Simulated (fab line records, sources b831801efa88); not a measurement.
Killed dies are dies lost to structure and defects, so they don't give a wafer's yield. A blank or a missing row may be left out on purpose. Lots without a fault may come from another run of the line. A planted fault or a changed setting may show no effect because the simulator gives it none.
Which tool is to blame?	flow sfqLine	42 wafers from 14 lots sampled at 2 of the route's 325 steps

== WHAT THE GAUGES READ, wafer by wafer ==
SFQ_I3_BOW_MEAS_922. Usual: I3_BOW gives 3 um (standard deviation 8).
lot	measured	on	I3_BOW (um)	flag
L563	day 45 02:06	filmMetro-03	15 12 11	
L564	day 45 05:36	filmMetro-02	14 12 13	
L569	day 47 05:43	filmMetro-03	-4 1 -2	
L570	day 47 15:19	filmMetro-03	-1 -15 4	
L572	day 48 08:11	filmMetro-02	6 10 1	
L573	day 49 00:56	filmMetro-03	3 6 9	
L574	day 49 07:03	filmMetro-04	1 8 8	
L575	day 50 03:27	filmMetro-04	9 8 15	
L577	day 50 19:04	filmMetro-02	0 3 12 - - -	
L578	day 51 01:03	filmMetro-04	14 12 5 - - -	
L579	day 51 08:10	filmMetro-04	11 4 -2	
L580	day 51 11:10	filmMetro-04	4 -8 -5	
L585	day 52 21:03	filmMetro-03	-15 -20 -11	
L586	day 53 16:52	filmMetro-03	3 -3 10	

== WHAT TOOL EACH LOT RAN ON (gives the tool, then ch and the chambers of the sampled wafers, and finally the start) ==
lot	SFQ_TRILAYER_I3_CMP_CMP_082
L563	cmp-01 ch 2,3, day 44 23:32
L564	cmp-01 ch 0,2, day 45 03:06
L569	cmp-02 ch 2,3, day 47 02:43
L570	cmp-02 ch 0,1,3, day 47 12:19
L572	cmp-02 ch 0,1, day 48 05:37
L573	cmp-02 ch 0,2, day 48 22:25
L574	cmp-02 ch 0,1,3, day 49 04:03
L575	cmp-01 ch 0,1, day 50 00:27
L577	cmp-02 ch 0,1,3, day 50 16:03
L578	cmp-02 ch 0,1, day 50 22:03
L579	cmp-01 ch 0,1, day 51 05:40
L580	cmp-01 ch 1,2,3, day 51 09:10
L585	cmp-01 ch 1,2,3, day 52 18:33
L586	cmp-01 ch 1,2, day 53 13:52
- SFQ_TRILAYER_I3_CMP_CMP_082: polishes SiO2.

== WHAT THE TOOLS THEMSELVES READ (means of the sampled wafers that have a number; where no wafer has one, the mark that the record gives instead) ==
SFQ_TRILAYER_I3_CMP_CMP_082. Usual: edgeZonePressureFrac 1.000, standard deviation 0.0046; motorCurrentA 10.2 A, standard deviation 0.71; timeToEndpointS 212 s, standard deviation 8.2.
lot	tool	edgeZonePressureFrac	motorCurrentA (A)	timeToEndpointS (s)	flag
L563	cmp-01	1.001	10.5	218	
L564	cmp-01	1.001	10.9	228	
L569	cmp-02	1.000	10.4	214	
L570	cmp-02	1.001	10.1	199	
L572	cmp-02	1.005	9.9	213	
L573	cmp-02	1.003	10.4	200	
L574	cmp-02	1.003	10.1	212	
L575	cmp-01	0.995	10.0	203	
L577	cmp-02	1.000	10.5	184	OFF
L578	cmp-02	1.000	9.9	167	OFF
L579	cmp-01	1.005	10.0	208	
L580	cmp-01	0.997	10.7	211	
L585	cmp-01	1.003	9.9	210	
L586	cmp-01	0.999	11.1	205	

== THE ANSWER, worked out from the rows above alone ==
Rule: lot off if the mean of its wafers having a number is beyond 3 standard deviations from the usual mean. A lot without any number at a reading at which 4 lots or more have one is off too. All remaining lots with rows at the step are treated as sound. Order of review: gauges by route order, followed by the tools' own readings, for which a lot's mean as printed above is used. The first step at which some lot is off is used, and at that step the reading that is off furthest; a lot without a number counts as furthest.
Off: L577, L578, at SFQ_TRILAYER_I3_CMP_CMP_082 (timeToEndpointS).
If a tool, at that step or one of the process steps before it, ran each lot that is off and ran no sound lot following the first of them, it fits. One fits: cmp-02 at SFQ_TRILAYER_I3_CMP_CMP_082. Its last sound lot is L574 (day 49 04:03), its first lot that is off L577 (day 50 16:03): a fault that began between those two fits.

== WHAT THE SIMULATOR PUT IN ==
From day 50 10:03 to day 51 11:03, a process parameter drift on cmp-02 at SFQ_TRILAYER_I3_CMP_CMP_082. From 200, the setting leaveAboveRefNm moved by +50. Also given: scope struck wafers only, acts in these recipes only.
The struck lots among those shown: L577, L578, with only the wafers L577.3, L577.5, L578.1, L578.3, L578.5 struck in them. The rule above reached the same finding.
